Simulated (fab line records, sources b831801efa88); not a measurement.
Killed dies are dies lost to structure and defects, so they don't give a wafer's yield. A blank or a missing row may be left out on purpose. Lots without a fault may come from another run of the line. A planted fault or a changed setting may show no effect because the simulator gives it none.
Which tool did it? | flow sky130 | 11 lots, 33 wafers sampled, at 3 steps of a route of 708

WHAT THE GAUGES READ, wafer by wafer
SKY_CAPM_RS_MEAS_03: measures by four-point-probe.
lot  | measured     | on            | CAPM_TIN_RS (ohm/sq)
L811 | day 36 20:09 | film_metro-03 | 6.95 6.87 6.88
L812 | day 36 22:38 | film_metro-04 | 6.81 6.81 6.84
L813 | day 37 16:26 | film_metro-02 | 7.00 6.96 6.93
L814 | day 37 16:32 | film_metro-03 | 6.90 6.93 6.96
L815 | day 38 03:35 | film_metro-04 | 6.92 6.85 6.84
L816 | day 38 09:44 | film_metro-04 | 6.89 6.90 6.88
L817 | day 38 17:45 | film_metro-02 | 6.99 6.89 6.90
L818 | day 39 17:44 | film_metro-03 | 7.00 7.03 7.03
L822 | day 41 03:38 | film_metro-02 | 6.77 6.69 6.78
L824 | day 41 18:10 | film_metro-04 | 7.06 7.05 7.01
L832 | day 43 17:47 | film_metro-02 | 6.94 7.01 6.99

WHICH TOOL RAN EACH LOT (tool, then ch and the chambers of the sampled wafers, then the start)
lot  | SKY_VIA2_CMP_24               | SKY_METAL3_SPUTTER_04
L811 | cmp-01 ch 0,1,3, day 36 19:35 | pvd_sputter-04, day 36 19:54
L812 | cmp-01 ch 0,1,2, day 36 22:01 | pvd_sputter-04, day 36 22:22
L813 | cmp-01 ch 0,1, day 37 15:49   | pvd_sputter-01, day 37 16:10
L814 | cmp-02 ch 0,1,3, day 37 15:54 | pvd_sputter-04, day 37 16:16
L815 | cmp-02 ch 0,2, day 38 02:58   | pvd_sputter-01, day 38 03:19
L816 | cmp-02 ch 1,3, day 38 09:02   | pvd_sputter-01, day 38 09:27
L817 | cmp-01 ch 0,1,3, day 38 17:09 | pvd_sputter-01, day 38 17:30
L818 | cmp-01 ch 1,2,3, day 39 17:04 | pvd_sputter-02, day 39 17:29
L822 | cmp-01 ch 0,2,3, day 41 03:03 | pvd_sputter-04, day 41 03:24
L824 | cmp-02 ch 1,2, day 41 17:28   | pvd_sputter-02, day 41 17:52
L832 | cmp-02 ch 1,2,3, day 43 17:13 | pvd_sputter-02, day 43 17:32
- SKY_VIA2_CMP_24: polishes, stops on SiO2, t overpolish 20 s, target thk 0 nm.
- SKY_METAL3_SPUTTER_04: material TiN, target thk 70 nm, time 58.3 s.

THE ANSWER, worked out from the rows above alone
Rule: what is usual is taken from the lots themselves. Put in order of their means at a reading, lots are off if they are a third of the lots or fewer, leave a main group of 4 or more, and stand apart from it by a gap of 3 or more times the standard deviation of the main group's means; of several such gaps the widest counts. A main group whose means are all the same, to the digits that the tables above print for the reading, isn't used. A lot without any number at a reading at which 4 lots or more have one is off too. The other lots that the step has rows for count as sound.
No lot is off at any reading shown: from this, nothing can be told.

WHAT THE SIMULATOR HAD PUT IN
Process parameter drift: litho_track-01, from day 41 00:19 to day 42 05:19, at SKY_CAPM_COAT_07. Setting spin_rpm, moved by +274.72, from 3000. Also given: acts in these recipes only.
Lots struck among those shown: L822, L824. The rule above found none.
